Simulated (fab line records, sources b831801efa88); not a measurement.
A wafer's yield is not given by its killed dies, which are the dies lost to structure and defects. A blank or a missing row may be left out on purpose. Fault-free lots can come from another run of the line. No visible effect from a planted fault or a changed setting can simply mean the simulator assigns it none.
A single fault, viewed from 2 desks | flow gf180mcu | what lay behind the numbers comes last; until then each desk has only its own

## METROLOGY DESK
Means of the sampled wafers that have a number, per lot and without regard to the tool the lot ran on: this is what the gauges read. A lot is out of limits, marked OUT, if its mean lies more than 4 standard deviations from the usual mean; the brackets give that distance.
Columns: A = MVPSD_RS at GF_VT_IMPLANT_RS_MEAS_49, usual 1169.2 ohm/sq; B = SAB_OVL at GF_SAB_OVL_MEAS_10, usual 0.6 nm
lot  | first seen here | A                | B
L362 | day 7 15:46     | 1165.2           | 0.2
L363 | day 8 01:03     | 1171.6           | -1.9
L364 | day 8 07:14     | 1165.9           | 2.8
L365 | day 8 16:16     | 1171.7           | 3.5
L371 | day 10 05:56    | 1169.0           | 0.8
L372 | day 10 14:22    | 1170.7           | 1.0
L373 | day 10 20:24    | 1094.7 (-29) OUT | 0.4
L374 | day 11 00:37    | 1091.4 (-30) OUT | 1.5
L377 | day 12 00:41    | 1171.0           | 1.0
L378 | day 12 09:38    | 1169.3           | 1.1
L382 | day 13 09:01    | 1167.6           | 1.6
L383 | day 13 17:35    | 1168.8           | 1.5
L384 | day 13 22:35    | 1168.3           | 0.4
Per this desk, out of limits: L373, L374; the first was L373, day 10 20:24 (MVPSD_RS at GF_VT_IMPLANT_RS_MEAS_49). L362, L363, L364, L365, L371, L372, L377, L378, L382, L383, L384 stayed within limits.

## THE TOOL OWNER'S DESK: implanter-03
For each lot that ran on this tool, the mean over its sampled wafers that have a number, from the tool's own readings at GF_MVPSD_IMPLANT_09. A lot is out of limits, marked OUT, if its mean lies more than 4 standard deviations from the usual mean; the brackets give that distance.
Columns: A = beam_on_s at GF_MVPSD_IMPLANT_09, usual 10.01 s; B = dose_ions_cm2 at GF_MVPSD_IMPLANT_09, usual 5e+12; C = faraday_current_uA at GF_MVPSD_IMPLANT_09, usual 28.2
lot  | first seen here | A     | B                       | C
L364 | day 5 17:56     | 10.23 | 5e+12                   | 27.5
L371 | day 7 10:31     | 10.17 | 5e+12                   | 27.7
L373 | day 7 23:01     | 9.87  | 7e+12 (+99 or more) OUT | 40.1 (+20) OUT
L374 | day 8 03:31     | 9.88  | 7e+12 (+99 or more) OUT | 40.1 (+20) OUT
This desk finds L373, L374 out of limits, L373 being first, at day 7 23:01 (dose_ions_cm2 at GF_MVPSD_IMPLANT_09). L364, L371 stayed within limits.

## TAKEN TOGETHER
On L373, L374, at day 7 23:01, an alarm was possible from the tool owner's desk.
Metrology desk: alarm possible at day 10 20:24 on L373, L374.
The lots listed all ran GF_MVPSD_IMPLANT_09 on implanter-03.

## WHAT THE SIMULATOR HAD PUT IN
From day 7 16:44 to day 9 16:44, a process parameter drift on implanter-03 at GF_MVPSD_IMPLANT_09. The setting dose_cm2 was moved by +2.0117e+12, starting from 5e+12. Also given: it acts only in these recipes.
Struck lots among those shown: L373, L374.
Fault start to first reading out of limits, in hours, per desk: tool owner, 6; metrology, 76.
